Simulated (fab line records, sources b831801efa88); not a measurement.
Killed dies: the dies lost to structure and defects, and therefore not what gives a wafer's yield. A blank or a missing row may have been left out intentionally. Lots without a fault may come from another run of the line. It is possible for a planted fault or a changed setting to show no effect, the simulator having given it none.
One fault through the eyes of 2 desks | flow gf180mcu | what lay behind the numbers comes last; until then each desk has only its own

THE TOOL OWNER'S DESK: pvd-sputter-01
At GF_M4_SPUTTER_04 (material TiN, target thk 50 nm, time 41.7 s) the tool's own readings: per lot run on this tool, the mean of the sampled wafers that have a number. The brackets show how far a lot's mean lies from the usual mean; more than 4 standard deviations puts the lot out of limits, marked OUT.
Columns: A = cathode-dc-power-W at GF_M4_SPUTTER_04, usual 6499.9 W; B = chamber-pressure-pa at GF_M4_SPUTTER_04, usual 0.4000 Pa; C = throttle-valve-pct at GF_M4_SPUTTER_04, usual 29.8 %
lot  | first seen here | A                        | B      | C
L809 | day 24 15:49    | 6074.3 (-99 or more) OUT | 0.4013 | 28.2
L810 | day 25 16:35    | 6287.9 (-99 or more) OUT | 0.3996 | 29.1
L823 | day 28 21:38    | 6500.7                   | 0.4000 | 30.3
This desk finds L809, L810 out of limits, L809 being first, at day 24 15:49 (cathode-dc-power-W at GF_M4_SPUTTER_04). Within limits: L823.

FROM THE METROLOGY DESK
Lot by lot, what the gauges showed, no matter which tool ran the lot: averages of those sampled wafers that carry a number. The brackets show how far a lot's mean lies from the usual mean; more than 4 standard deviations puts the lot out of limits, marked OUT. Only the readings that lie furthest out on some lot appear, 7 of the 9 it has.
Columns: A = V3_W_RS at GF_V3_RS_MEAS_24, usual 0.322 ohm/sq; B = M4_ALCU_THK at GF_M4_THK_MEAS_06, usual 453 nm; C = cd-nm at GF_M4_CD_MEAS_14, usual 280.4 nm; D = M4_OVL at GF_M4_OVL_MEAS_15, usual 1 nm; E = V4_CVD_00_THK at GF_V4_THK_MEAS_01, usual 600 nm; F = V4_CVD_02_THK at GF_V4_THK_MEAS_03, usual 851 nm; G = V4_BOW at GF_V4_BOW_MEAS_05, usual 135 um
lot  | first seen here | A     | B   | C     | D   | E   | F   | G
L809 | day 24 15:12    | 0.324 | 456 | 279.9 | -10 | 608 | 841 | 140
L810 | day 25 15:58    | 0.323 | 457 | 279.1 | 2   | 604 | 851 | 141
L813 | day 25 22:37    | 0.315 | 448 | 279.8 | -0  | 608 | 877 | 135
L821 | day 28 08:12    | 0.325 | 448 | 280.6 | -2  | 602 | 852 | 122
L823 | day 28 20:58    | 0.318 | 456 | 281.3 | -1  | 607 | 860 | 146
L824 | day 28 23:37    | 0.320 | 451 | 282.2 | 4   | 601 | 849 | 134
This desk's finding: nothing out of limits on any of the 6 lots.

PUT TOGETHER
The tool owner's desk had the chance to raise an alarm at day 24 15:49 on L809, L810.
Metrology desk: nothing out of limits seen.
The metrology desk holds a record of L809, L810, inside its limits.
GF_M4_SPUTTER_04 was run on pvd-sputter-01 by each of the lots named.

WHAT WAS PUT IN BY THE SIMULATOR
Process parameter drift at GF_M4_SPUTTER_04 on pvd-sputter-01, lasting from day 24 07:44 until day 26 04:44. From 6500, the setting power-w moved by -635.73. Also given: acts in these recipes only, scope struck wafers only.
Shown lots that were struck: L809, L810.
Each desk's first reading out of limits, in hours after the fault started: the tool owner's desk, 8.
